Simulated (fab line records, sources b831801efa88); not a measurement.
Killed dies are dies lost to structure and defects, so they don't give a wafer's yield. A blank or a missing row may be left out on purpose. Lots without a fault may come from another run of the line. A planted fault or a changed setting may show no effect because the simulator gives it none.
Which tool did it? | flow sky130 | 12 lots, 36 wafers sampled, at 5 steps of a route of 708

WHAT THE GAUGES READ, wafer by wafer
The record holds no reading of a measuring or inspecting step that can be judged against a usual standard deviation.

WHICH TOOL RAN EACH LOT (tool, then ch and the chambers of the sampled wafers, then the start)
lot  | SKY_CAP2M_SPUTTER_02         | SKY_METAL5_SPUTTER_01        | SKY_METAL5_SPUTTER_03        | SKY_PAD_OPEN_ETCH_07               | SKY_PAD_OPEN_PROBE_99
L465 | pvd_sputter-01, day 40 11:45 | pvd_sputter-01, day 43 13:13 | pvd_sputter-01, day 43 13:18 | rie_diel-01 ch 0,2,3, day 46 07:02 | -
L466 | pvd_sputter-01, day 41 11:21 | pvd_sputter-03, day 44 11:25 | pvd_sputter-03, day 44 11:30 | rie_diel-04 ch 0,1,2, day 47 03:22 | -
L467 | pvd_sputter-02, day 41 17:40 | pvd_sputter-04, day 44 19:09 | pvd_sputter-04, day 44 19:14 | rie_diel-04 ch 0,1, day 47 11:03   | -
L468 | pvd_sputter-02, day 42 00:58 | pvd_sputter-03, day 45 01:03 | pvd_sputter-03, day 45 01:08 | rie_diel-03 ch 0,2,3, day 47 15:54 | -
L470 | pvd_sputter-01, day 42 06:41 | pvd_sputter-03, day 45 05:35 | pvd_sputter-03, day 45 05:40 | rie_diel-01 ch 1,2, day 47 20:09   | -
L469 | pvd_sputter-01, day 42 09:49 | pvd_sputter-03, day 45 09:03 | pvd_sputter-03, day 45 09:08 | rie_diel-04 ch 0,1,3, day 47 21:59 | -
L472 | pvd_sputter-01, day 43 04:58 | pvd_sputter-04, day 46 02:14 | pvd_sputter-04, day 46 02:18 | rie_diel-03 ch 0,1, day 48 15:29   | -
L476 | pvd_sputter-03, day 44 06:35 | pvd_sputter-03, day 47 00:21 | pvd_sputter-03, day 47 00:26 | rie_diel-04 ch 1,2, day 49 11:27   | prober-01, day 49 13:49
L478 | pvd_sputter-01, day 44 13:02 | pvd_sputter-03, day 47 08:14 | pvd_sputter-03, day 47 08:19 | rie_diel-03 ch 0,3, day 49 17:41   | prober-02, day 49 20:01
L479 | pvd_sputter-01, day 44 15:56 | pvd_sputter-03, day 47 09:49 | pvd_sputter-03, day 47 09:54 | rie_diel-03 ch 0,1, day 49 20:09   | prober-01, day 49 22:31
L481 | pvd_sputter-02, day 44 22:04 | pvd_sputter-01, day 47 15:28 | pvd_sputter-01, day 47 15:32 | rie_diel-04 ch 0,1,2, day 50 00:21 | -
L486 | pvd_sputter-01, day 46 02:05 | pvd_sputter-04, day 48 17:24 | pvd_sputter-04, day 48 17:29 | rie_diel-01 ch 0,1, day 50 21:31   | -
- SKY_CAP2M_SPUTTER_02: material TiN, target thk 200 nm, time 166.7 s.
- SKY_METAL5_SPUTTER_01: material TiN, target thk 20 nm, time 16.7 s.
- SKY_METAL5_SPUTTER_03: material Ti, target thk 5 nm, time 3.3 s.
- SKY_PAD_OPEN_ETCH_07: etches the open film in CF4/O2, stops on AlCu, target depth 725 nm, time 161.1 s.
- SKY_PAD_OPEN_PROBE_99

WHAT THE TOOLS THEMSELVES READ (means of the sampled wafers that have a number; where no wafer has one, the mark that the record gives instead)
SKY_CAP2M_SPUTTER_02. Usual: throttle_valve_pct 30.3 %, standard deviation 0.59.
lot  | tool           | throttle_valve_pct (%) | flag
L465 | pvd_sputter-01 | 30.0                   |
L466 | pvd_sputter-01 | 30.3                   |
L467 | pvd_sputter-02 | 30.9                   |
L468 | pvd_sputter-02 | 30.4                   |
L470 | pvd_sputter-01 | 30.4                   |
L469 | pvd_sputter-01 | 30.0                   |
L472 | pvd_sputter-01 | 30.2                   |
L476 | pvd_sputter-03 | 30.9                   |
L478 | pvd_sputter-01 | 30.6                   |
L479 | pvd_sputter-01 | 30.0                   |
L481 | pvd_sputter-02 | 29.8                   |
L486 | pvd_sputter-01 | 30.0                   |

SKY_METAL5_SPUTTER_01. Usual: throttle_valve_pct 30.5 %, standard deviation 0.6.
lot  | tool           | throttle_valve_pct (%) | flag
L465 | pvd_sputter-01 | 30.3                   |
L466 | pvd_sputter-03 | 30.4                   |
L467 | pvd_sputter-04 | 30.5                   |
L468 | pvd_sputter-03 | 31.2                   |
L470 | pvd_sputter-03 | 30.4                   |
L469 | pvd_sputter-03 | 30.9                   |
L472 | pvd_sputter-04 | 30.0                   |
L476 | pvd_sputter-03 | 31.2                   |
L478 | pvd_sputter-03 | 30.4                   |
L479 | pvd_sputter-03 | 31.5                   |
L481 | pvd_sputter-01 | 30.1                   |
L486 | pvd_sputter-04 | 29.9                   |

SKY_METAL5_SPUTTER_03. Usual: throttle_valve_pct 30.5 %, standard deviation 0.61.
lot  | tool           | throttle_valve_pct (%) | flag
L465 | pvd_sputter-01 | 30.3                   |
L466 | pvd_sputter-03 | 30.3                   |
L467 | pvd_sputter-04 | 30.4                   |
L468 | pvd_sputter-03 | 31.3                   |
L470 | pvd_sputter-03 | 30.3                   |
L469 | pvd_sputter-03 | 30.9                   |
L472 | pvd_sputter-04 | 30.1                   |
L476 | pvd_sputter-03 | 31.3                   |
L478 | pvd_sputter-03 | 30.5                   |
L479 | pvd_sputter-03 | 31.3                   |
L481 | pvd_sputter-01 | 30.2                   |
L486 | pvd_sputter-04 | 29.8                   |

SKY_PAD_OPEN_ETCH_07. Usual: cf4_flow_sccm 80.03 sccm, standard deviation 0.23; drypump_motor_current_A 5.5 A, standard deviation 0.6; oes_product_au 0.978 a.u., standard deviation 0.0065; throttle_valve_pct 5.966 %, standard deviation 0.0099.
lot  | tool        | cf4_flow_sccm (sccm) | drypump_motor_current_A (A) | oes_product_au (a.u.) | throttle_valve_pct (%) | flag
L465 | rie_diel-01 | 79.86                | 5.7                         | 0.971                 | 5.963                  |
L466 | rie_diel-04 | 79.83                | 6.1                         | 0.971                 | 5.961                  |
L467 | rie_diel-04 | 80.08                | 6.0                         | 0.976                 | 5.968                  |
L468 | rie_diel-03 | 80.02                | 5.4                         | 0.979                 | 5.969                  |
L470 | rie_diel-01 | 80.08                | 5.2                         | 0.982                 | 5.965                  |
L469 | rie_diel-04 | 79.98                | 5.9                         | 0.977                 | 5.961                  |
L472 | rie_diel-03 | 79.86                | 4.7                         | 0.979                 | 5.975                  |
L476 | rie_diel-04 | 79.98                | 6.2                         | 0.977                 | 5.965                  |
L478 | rie_diel-03 | 80.01                | 5.5                         | 0.978                 | 5.968                  |
L479 | rie_diel-03 | 79.94                | 4.7                         | 0.982                 | 5.967                  |
L481 | rie_diel-04 | 80.00                | 6.1                         | 0.977                 | 5.966                  |
L486 | rie_diel-01 | 80.06                | 6.1                         | 0.989                 | 5.965                  |

SKY_PAD_OPEN_PROBE_99. Usual: defect_limited_yield 82.6 %, standard deviation 1.9; killed_at_M0_to_M3 43, standard deviation 6.9; killed_at_M4_up 3.0, standard deviation 1.8; killed_at_contacts 24, standard deviation 4.8; killed_at_front_end 15, standard deviation 4.5; killed_at_other 0.4, standard deviation 0.67; killed_dies 86, standard deviation 9.2; killed_open 46, standard deviation 6.9; killed_short 39, standard deviation 6; sort_bin_3_pad_short 0.8 %, standard deviation 0.39; sort_bin_5_function 10.2 %, standard deviation 1.3; sort_bin_6_memory 6.3 %, standard deviation 1.2; sort_n_pass 406, standard deviation 9.2; sort_yield_pct 82.6 %, standard deviation 1.9.
lot  | tool      | defect_limited_yield (%) | killed_at_M0_to_M3 | killed_at_M4_up | killed_at_contacts | killed_at_front_end | killed_at_other | killed_dies | killed_open | killed_short | sort_bin_3_pad_short (%) | sort_bin_5_function (%) | sort_bin_6_memory (%) | sort_n_pass | sort_yield_pct (%) | flag
L476 | prober-01 | 74.8                     | 43                 | 36.7            | 25                 | 19                  | 0.7             | 124         | 51          | 41           | 1.6                      | 16.5                    | 7.1                   | 368         | 74.8               | OFF
L478 | prober-02 | 76.8                     | 41                 | 33.0            | 23                 | 17                  | 0.0             | 114         | 48          | 34           | 2.1                      | 13.7                    | 7.3                   | 378         | 76.8               | OFF
L479 | prober-01 | 77.3                     | 39                 | 32.7            | 24                 | 15                  | 1.0             | 112         | 44          | 36           | 1.7                      | 14.6                    | 6.3                   | 380         | 77.3               | OFF

THE ANSWER, worked out from the rows above alone
Rule: a lot is off if the mean of its wafers that have a number lies more than 3 standard deviations from the usual mean. A lot without any number at a reading at which 4 lots or more have one is off too. The other lots that the step has rows for count as sound. The gauges are gone through in route order, then the tools' own readings, and for those a lot's mean is taken as printed above. The first step at which some lot is off is used, and at that step the reading that is off furthest; a lot without a number counts as furthest.
Off: L476, L478, L479, at SKY_PAD_OPEN_PROBE_99 (killed_at_M4_up). Neither off nor sound, because the step has no rows for them: L465, L466, L467, L468, L470, L469, L472, L481, L486.
A tool fits if, at that step or a process step before it, it ran every lot that is off, and no sound lot after the first of them. One fits: pvd_sputter-03 at SKY_METAL5_SPUTTER_01 and SKY_METAL5_SPUTTER_03. It ran no sound lot before its first lot that is off in this sample, so the start can't be narrowed down.

WHAT THE SIMULATOR HAD PUT IN
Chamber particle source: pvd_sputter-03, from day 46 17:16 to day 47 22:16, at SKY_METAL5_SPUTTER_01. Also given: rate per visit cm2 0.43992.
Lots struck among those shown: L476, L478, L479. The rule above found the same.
